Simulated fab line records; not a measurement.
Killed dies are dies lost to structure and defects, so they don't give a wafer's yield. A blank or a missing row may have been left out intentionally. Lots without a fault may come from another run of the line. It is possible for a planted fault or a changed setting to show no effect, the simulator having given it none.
Which tool is to blame? :: flow sky130 :: 10 lots, 30 wafers sampled, at 5 steps of a route of 708

## WHAT THE GAUGES SHOWED, per wafer
The record holds no reading of a measuring or inspecting step that can be judged against a usual standard deviation.

## WHICH TOOL RAN EACH LOT (tool, then ch and the chambers of the sampled wafers, then the start)
lot: L145
SKY_METAL1_METAL_ETCH_19: rieMetal-01 ch 0, day 32 16:08
SKY_VIA1_ETCH_14: rieDiel-04 ch 0,2,3, day 33 19:56
SKY_VIA1_ETCH_15: rieDiel-04 ch 0,2,3, day 33 19:59
SKY_VIA1_STRIP_16: plasmaAsher-02 ch 0,1, day 33 20:02
SKY_PAD_OPEN_PROBE_99: -

lot: L148
SKY_METAL1_METAL_ETCH_19: rieMetal-03 ch 0,1, day 33 18:43
SKY_VIA1_ETCH_14: rieDiel-03 ch 1,3, day 34 22:04
SKY_VIA1_ETCH_15: rieDiel-03 ch 1,3, day 34 22:06
SKY_VIA1_STRIP_16: plasmaAsher-01 ch 0,1, day 34 22:11
SKY_PAD_OPEN_PROBE_99: -

lot: L155
SKY_METAL1_METAL_ETCH_19: rieMetal-04 ch 1, day 36 04:53
SKY_VIA1_ETCH_14: rieDiel-04 ch 0,2,3, day 37 08:32
SKY_VIA1_ETCH_15: rieDiel-04 ch 0,2,3, day 37 08:35
SKY_VIA1_STRIP_16: plasmaAsher-01 ch 0,1, day 37 08:40
SKY_PAD_OPEN_PROBE_99: prober-02, day 48 10:32

lot: L154
SKY_METAL1_METAL_ETCH_19: rieMetal-03 ch 0,1, day 36 05:41
SKY_VIA1_ETCH_14: rieDiel-03 ch 0,3, day 37 08:53
SKY_VIA1_ETCH_15: rieDiel-03 ch 0,3, day 37 08:56
SKY_VIA1_STRIP_16: plasmaAsher-04 ch 0,1, day 37 08:59
SKY_PAD_OPEN_PROBE_99: prober-01, day 48 11:16

lot: L156
SKY_METAL1_METAL_ETCH_19: rieMetal-03 ch 0,1, day 36 11:05
SKY_VIA1_ETCH_14: rieDiel-04 ch 0,3, day 37 14:08
SKY_VIA1_ETCH_15: rieDiel-04 ch 0,3, day 37 14:11
SKY_VIA1_STRIP_16: plasmaAsher-02 ch 0,1, day 37 14:14
SKY_PAD_OPEN_PROBE_99: prober-02, day 48 15:04

lot: L160
SKY_METAL1_METAL_ETCH_19: rieMetal-04 ch 0,1, day 37 09:55
SKY_VIA1_ETCH_14: rieDiel-04 ch 2,3, day 38 13:26
SKY_VIA1_ETCH_15: rieDiel-04 ch 2,3, day 38 13:29
SKY_VIA1_STRIP_16: plasmaAsher-01 ch 0,1, day 38 13:34
SKY_PAD_OPEN_PROBE_99: -

lot: L161
SKY_METAL1_METAL_ETCH_19: rieMetal-01 ch 0, day 37 10:23
SKY_VIA1_ETCH_14: rieDiel-03 ch 1,2, day 38 13:44
SKY_VIA1_ETCH_15: rieDiel-03 ch 1,2, day 38 13:47
SKY_VIA1_STRIP_16: plasmaAsher-02 ch 0,1, day 38 13:50
SKY_PAD_OPEN_PROBE_99: -

lot: L163
SKY_METAL1_METAL_ETCH_19: rieMetal-03 ch 1, day 38 05:20
SKY_VIA1_ETCH_14: rieDiel-01 ch 0,1,2, day 39 07:47
SKY_VIA1_ETCH_15: rieDiel-01 ch 0,1,2, day 39 07:50
SKY_VIA1_STRIP_16: plasmaAsher-01 ch 0,1, day 39 07:53
SKY_PAD_OPEN_PROBE_99: -

lot: L165
SKY_METAL1_METAL_ETCH_19: rieMetal-04 ch 0,1, day 39 01:26
SKY_VIA1_ETCH_14: rieDiel-04 ch 0,2,3, day 40 03:41
SKY_VIA1_ETCH_15: rieDiel-04 ch 0,2,3, day 40 03:44
SKY_VIA1_STRIP_16: plasmaAsher-04 ch 0,1, day 40 03:47
SKY_PAD_OPEN_PROBE_99: -

lot: L166
SKY_METAL1_METAL_ETCH_19: rieMetal-01 ch 0, day 39 03:25
SKY_VIA1_ETCH_14: rieDiel-03 ch 0,1,3, day 40 04:17
SKY_VIA1_ETCH_15: rieDiel-03 ch 0,1,3, day 40 04:20
SKY_VIA1_STRIP_16: plasmaAsher-02 ch 0,1, day 40 04:23
SKY_PAD_OPEN_PROBE_99: -
- SKY_METAL1_METAL_ETCH_19: etches the open film in Cl2/BCl3, stops on SiO2, target depth 360 nm, time 78 s.
- SKY_VIA1_ETCH_14: etches BARC in N2/H2, stops on SiO2, time 45.9 s, target depth 60 nm.
- SKY_VIA1_ETCH_15: etches SiO2 in C4F8/O2/Ar, stops on TiN, target depth 351 nm, time 54 s.
- SKY_VIA1_STRIP_16: strips in O2/N2.
- SKY_PAD_OPEN_PROBE_99

## AS READ BY THE TOOLS THEMSELVES (means over the sampled wafers that have a number; for cases with no such wafer, the mark the record gives instead)
SKY_METAL1_METAL_ETCH_19. Usual: bcl3FlowSccm 29.97 sccm, standard deviation 0.083; biasW 48.49 W, standard deviation 0.15; chamberPressureMTorr 10.001 mTorr, standard deviation 0.0083; drypumpMotorCurrentA 5.6 A, standard deviation 0.49; oesProductAu 0.853 a.u., standard deviation 0.0061; throttleValvePct 22.265 %, standard deviation 0.0086.
lot: L145
tool: rieMetal-01
bcl3FlowSccm (sccm): 29.98
biasW (W): 48.61
chamberPressureMTorr (mTorr): 10.006
drypumpMotorCurrentA (A): 6.3
oesProductAu (a.u.): 0.855
throttleValvePct (%): 22.262
flag: 

lot: L148
tool: rieMetal-03
bcl3FlowSccm (sccm): 29.91
biasW (W): 48.39
chamberPressureMTorr (mTorr): 9.999
drypumpMotorCurrentA (A): 5.7
oesProductAu (a.u.): 0.849
throttleValvePct (%): 22.267
flag: 

lot: L155
tool: rieMetal-04
bcl3FlowSccm (sccm): 29.96
biasW (W): 48.36
chamberPressureMTorr (mTorr): 10.004
drypumpMotorCurrentA (A): 5.8
oesProductAu (a.u.): 0.858
throttleValvePct (%): 22.272
flag: 

lot: L154
tool: rieMetal-03
bcl3FlowSccm (sccm): 29.91
biasW (W): 48.58
chamberPressureMTorr (mTorr): 9.997
drypumpMotorCurrentA (A): 5.7
oesProductAu (a.u.): 0.856
throttleValvePct (%): 22.273
flag: 

lot: L156
tool: rieMetal-03
bcl3FlowSccm (sccm): 29.95
biasW (W): 48.43
chamberPressureMTorr (mTorr): 10.004
drypumpMotorCurrentA (A): 5.7
oesProductAu (a.u.): 0.856
throttleValvePct (%): 22.269
flag: 

lot: L160
tool: rieMetal-04
bcl3FlowSccm (sccm): 30.03
biasW (W): 48.46
chamberPressureMTorr (mTorr): 10.006
drypumpMotorCurrentA (A): 5.1
oesProductAu (a.u.): 0.853
throttleValvePct (%): 22.266
flag: 

lot: L161
tool: rieMetal-01
bcl3FlowSccm (sccm): 29.93
biasW (W): 48.39
chamberPressureMTorr (mTorr): 10.004
drypumpMotorCurrentA (A): 6.3
oesProductAu (a.u.): 0.851
throttleValvePct (%): 22.256
flag: 

lot: L163
tool: rieMetal-03
bcl3FlowSccm (sccm): 29.90
biasW (W): 48.41
chamberPressureMTorr (mTorr): 9.992
drypumpMotorCurrentA (A): 6.0
oesProductAu (a.u.): 0.857
throttleValvePct (%): 22.262
flag: 

lot: L165
tool: rieMetal-04
bcl3FlowSccm (sccm): 29.93
biasW (W): 48.56
chamberPressureMTorr (mTorr): 10.002
drypumpMotorCurrentA (A): 5.1
oesProductAu (a.u.): 0.855
throttleValvePct (%): 22.262
flag: 

lot: L166
tool: rieMetal-01
bcl3FlowSccm (sccm): 29.95
biasW (W): 48.56
chamberPressureMTorr (mTorr): 10.013
drypumpMotorCurrentA (A): 6.3
oesProductAu (a.u.): 0.854
throttleValvePct (%): 22.271
flag: 

SKY_VIA1_ETCH_14. Usual: biasW 100.00 W, standard deviation 0.29; chamberPressureMTorr 30.004 mTorr, standard deviation 0.028; drypumpMotorCurrentA 5.7 A, standard deviation 0.51; oesProductAu 0.855 a.u., standard deviation 0.0041; throttleValvePct 13.226 %, standard deviation 0.009.
lot: L145
tool: rieDiel-04
biasW (W): 100.11
chamberPressureMTorr (mTorr): 30.031
drypumpMotorCurrentA (A): 6.2
oesProductAu (a.u.): 0.855
throttleValvePct (%): 13.232
flag: 

lot: L148
tool: rieDiel-03
biasW (W): 100.19
chamberPressureMTorr (mTorr): 30.019
drypumpMotorCurrentA (A): 5.1
oesProductAu (a.u.): 0.853
throttleValvePct (%): 13.233
flag: 

lot: L155
tool: rieDiel-04
biasW (W): -
chamberPressureMTorr (mTorr): -
drypumpMotorCurrentA (A): -
oesProductAu (a.u.): -
throttleValvePct (%): -
flag: OFF

lot: L154
tool: rieDiel-03
biasW (W): -
chamberPressureMTorr (mTorr): -
drypumpMotorCurrentA (A): -
oesProductAu (a.u.): -
throttleValvePct (%): -
flag: OFF

lot: L156
tool: rieDiel-04
biasW (W): -
chamberPressureMTorr (mTorr): -
drypumpMotorCurrentA (A): -
oesProductAu (a.u.): -
throttleValvePct (%): -
flag: OFF

lot: L160
tool: rieDiel-04
biasW (W): 100.02
chamberPressureMTorr (mTorr): 30.014
drypumpMotorCurrentA (A): 6.1
oesProductAu (a.u.): 0.857
throttleValvePct (%): 13.217
flag: 

lot: L161
tool: rieDiel-03
biasW (W): 99.87
chamberPressureMTorr (mTorr): 30.009
drypumpMotorCurrentA (A): 5.6
oesProductAu (a.u.): 0.857
throttleValvePct (%): 13.220
flag: 

lot: L163
tool: rieDiel-01
biasW (W): 100.10
chamberPressureMTorr (mTorr): 30.025
drypumpMotorCurrentA (A): 5.6
oesProductAu (a.u.): 0.855
throttleValvePct (%): 13.231
flag: 

lot: L165
tool: rieDiel-04
biasW (W): 99.95
chamberPressureMTorr (mTorr): 30.004
drypumpMotorCurrentA (A): 6.2
oesProductAu (a.u.): 0.857
throttleValvePct (%): 13.231
flag: 

lot: L166
tool: rieDiel-03
biasW (W): 100.34
chamberPressureMTorr (mTorr): 29.971
drypumpMotorCurrentA (A): 5.1
oesProductAu (a.u.): 0.859
throttleValvePct (%): 13.228
flag: 

SKY_VIA1_ETCH_15. Usual: biasW 1200 W, standard deviation 3.7; chamberPressureMTorr 40.00 mTorr, standard deviation 0.039; oesProductAu 0.981 a.u., standard deviation 0.0053.
lot: L145
tool: rieDiel-04
biasW (W): 1199
chamberPressureMTorr (mTorr): 39.98
oesProductAu (a.u.): 0.977
flag: 

lot: L148
tool: rieDiel-03
biasW (W): 1199
chamberPressureMTorr (mTorr): 39.99
oesProductAu (a.u.): 0.978
flag: 

lot: L155
tool: rieDiel-04
biasW (W): 1204
chamberPressureMTorr (mTorr): 39.99
oesProductAu (a.u.): 0.378
flag: OFF

lot: L154
tool: rieDiel-03
biasW (W): 1196
chamberPressureMTorr (mTorr): 39.99
oesProductAu (a.u.): 0.373
flag: OFF

lot: L156
tool: rieDiel-04
biasW (W): 1199
chamberPressureMTorr (mTorr): 39.98
oesProductAu (a.u.): 0.375
flag: OFF

lot: L160
tool: rieDiel-04
biasW (W): 1203
chamberPressureMTorr (mTorr): 39.99
oesProductAu (a.u.): 0.980
flag: 

lot: L161
tool: rieDiel-03
biasW (W): 1203
chamberPressureMTorr (mTorr): 40.03
oesProductAu (a.u.): 0.976
flag: 

lot: L163
tool: rieDiel-01
biasW (W): 1200
chamberPressureMTorr (mTorr): 39.98
oesProductAu (a.u.): 0.983
flag: 

lot: L165
tool: rieDiel-04
biasW (W): 1198
chamberPressureMTorr (mTorr): 39.99
oesProductAu (a.u.): 0.980
flag: 

lot: L166
tool: rieDiel-03
biasW (W): 1200
chamberPressureMTorr (mTorr): 40.03
oesProductAu (a.u.): 0.983
flag: 

SKY_VIA1_STRIP_16. Usual: chamberPressureMTorr 1500.1 mTorr, standard deviation 1.4; drypumpMotorCurrentA 5.6 A, standard deviation 0.63; oesProductAu 0.416 a.u., standard deviation 0.0046; stripTimeToEndpointS 4.463 s, standard deviation 0.022.
lot: L145
tool: plasmaAsher-02
chamberPressureMTorr (mTorr): 1499.2
drypumpMotorCurrentA (A): 5.4
oesProductAu (a.u.): 0.418
stripTimeToEndpointS (s): 4.454
flag: 

lot: L148
tool: plasmaAsher-01
chamberPressureMTorr (mTorr): 1499.9
drypumpMotorCurrentA (A): 5.6
oesProductAu (a.u.): 0.419
stripTimeToEndpointS (s): 4.471
flag: 

lot: L155
tool: plasmaAsher-01
chamberPressureMTorr (mTorr): 1500.0
drypumpMotorCurrentA (A): 5.5
oesProductAu (a.u.): 0.433
stripTimeToEndpointS (s): 4.940
flag: OFF

lot: L154
tool: plasmaAsher-04
chamberPressureMTorr (mTorr): 1499.6
drypumpMotorCurrentA (A): 5.4
oesProductAu (a.u.): 0.438
stripTimeToEndpointS (s): 4.922
flag: OFF

lot: L156
tool: plasmaAsher-02
chamberPressureMTorr (mTorr): 1498.2
drypumpMotorCurrentA (A): 5.6
oesProductAu (a.u.): 0.431
stripTimeToEndpointS (s): 4.910
flag: OFF

lot: L160
tool: plasmaAsher-01
chamberPressureMTorr (mTorr): 1500.8
drypumpMotorCurrentA (A): 5.9
oesProductAu (a.u.): 0.422
stripTimeToEndpointS (s): 4.469
flag: 

lot: L161
tool: plasmaAsher-02
chamberPressureMTorr (mTorr): 1499.3
drypumpMotorCurrentA (A): 5.6
oesProductAu (a.u.): 0.417
stripTimeToEndpointS (s): 4.459
flag: 

lot: L163
tool: plasmaAsher-01
chamberPressureMTorr (mTorr): 1500.1
drypumpMotorCurrentA (A): 5.9
oesProductAu (a.u.): 0.416
stripTimeToEndpointS (s): 4.451
flag: 

lot: L165
tool: plasmaAsher-04
chamberPressureMTorr (mTorr): 1498.9
drypumpMotorCurrentA (A): 6.0
oesProductAu (a.u.): 0.419
stripTimeToEndpointS (s): 4.463
flag: 

lot: L166
tool: plasmaAsher-02
chamberPressureMTorr (mTorr): 1501.0
drypumpMotorCurrentA (A): 5.7
oesProductAu (a.u.): 0.417
stripTimeToEndpointS (s): 4.457
flag: 

SKY_PAD_OPEN_PROBE_99. Usual: defectLimitedYield 82.5 %, standard deviation 1.8; killed_at_M0_to_M3 44, standard deviation 6.6; killed_at_M4_up 2.9, standard deviation 1.8; killedAtContacts 24, standard deviation 4.8; killedAtFrontEnd 15, standard deviation 4.5; killedAtOther 0.3, standard deviation 0.64; killedDies 86, standard deviation 8.7; killedOnRim 17, standard deviation 3.8; killedOpen 47, standard deviation 6.5; killedShort 39, standard deviation 5.8; sort_bin_3_pad_short 0.9 %, standard deviation 0.4; sort_bin_5_function 10.3 %, standard deviation 1.4; sort_bin_6_memory 6.2 %, standard deviation 1.1; sortNPass 406, standard deviation 8.7; sortYieldPct 82.5 %, standard deviation 1.8.
lot: L155
tool: prober-02
defectLimitedYield (%): 0.0
killed_at_M0_to_M3: 448
killed_at_M4_up: 2.5
killedAtContacts: 24
killedAtFrontEnd: 16
killedAtOther: 1.0
killedDies: 492
killedOnRim: 96
killedOpen: 44
killedShort: 42
sort_bin_3_pad_short (%): 0.8
sort_bin_5_function (%): 93.2
sort_bin_6_memory (%): 6.0
sortNPass: 0
sortYieldPct (%): 0.0
flag: OFF

lot: L154
tool: prober-01
defectLimitedYield (%): 0.0
killed_at_M0_to_M3: 451
killed_at_M4_up: 2.3
killedAtContacts: 22
killedAtFrontEnd: 16
killedAtOther: 0.0
killedDies: 492
killedOnRim: 96
killedOpen: 44
killedShort: 36
sort_bin_3_pad_short (%): 0.7
sort_bin_5_function (%): 93.9
sort_bin_6_memory (%): 5.4
sortNPass: 0
sortYieldPct (%): 0.0
flag: OFF

lot: L156
tool: prober-02
defectLimitedYield (%): 0.0
killed_at_M0_to_M3: 449
killed_at_M4_up: 3.0
killedAtContacts: 22
killedAtFrontEnd: 18
killedAtOther: 0.3
killedDies: 492
killedOnRim: 96
killedOpen: 51
killedShort: 41
sort_bin_3_pad_short (%): 0.9
sort_bin_5_function (%): 92.2
sort_bin_6_memory (%): 6.8
sortNPass: 0
sortYieldPct (%): 0.0
flag: OFF

## THE ANSWER, worked out from the rows above alone
Rule: take the mean of a lot's wafers that have a number; if it is more than 3 standard deviations from the usual mean, the lot is off. Also off: a lot with no number at a reading for which 4 or more lots have one. Where the step has rows for the other lots, those lots are counted as sound. The gauges are gone through in route order, then the tools' own readings, and for those a lot's mean is taken as printed above. The first step at which some lot is off is used, and at that step the reading that is off furthest; a lot without a number counts as furthest.
Off: L155, L154, L156 (SKY_VIA1_ETCH_14, biasW). Without a number there: L155, L154, L156.
A tool fits if, at that step or a process step before it, it ran every lot that is off, and no sound lot after the first of them. No candidate that was tried fits.

## WHAT WAS PUT IN BY THE SIMULATOR
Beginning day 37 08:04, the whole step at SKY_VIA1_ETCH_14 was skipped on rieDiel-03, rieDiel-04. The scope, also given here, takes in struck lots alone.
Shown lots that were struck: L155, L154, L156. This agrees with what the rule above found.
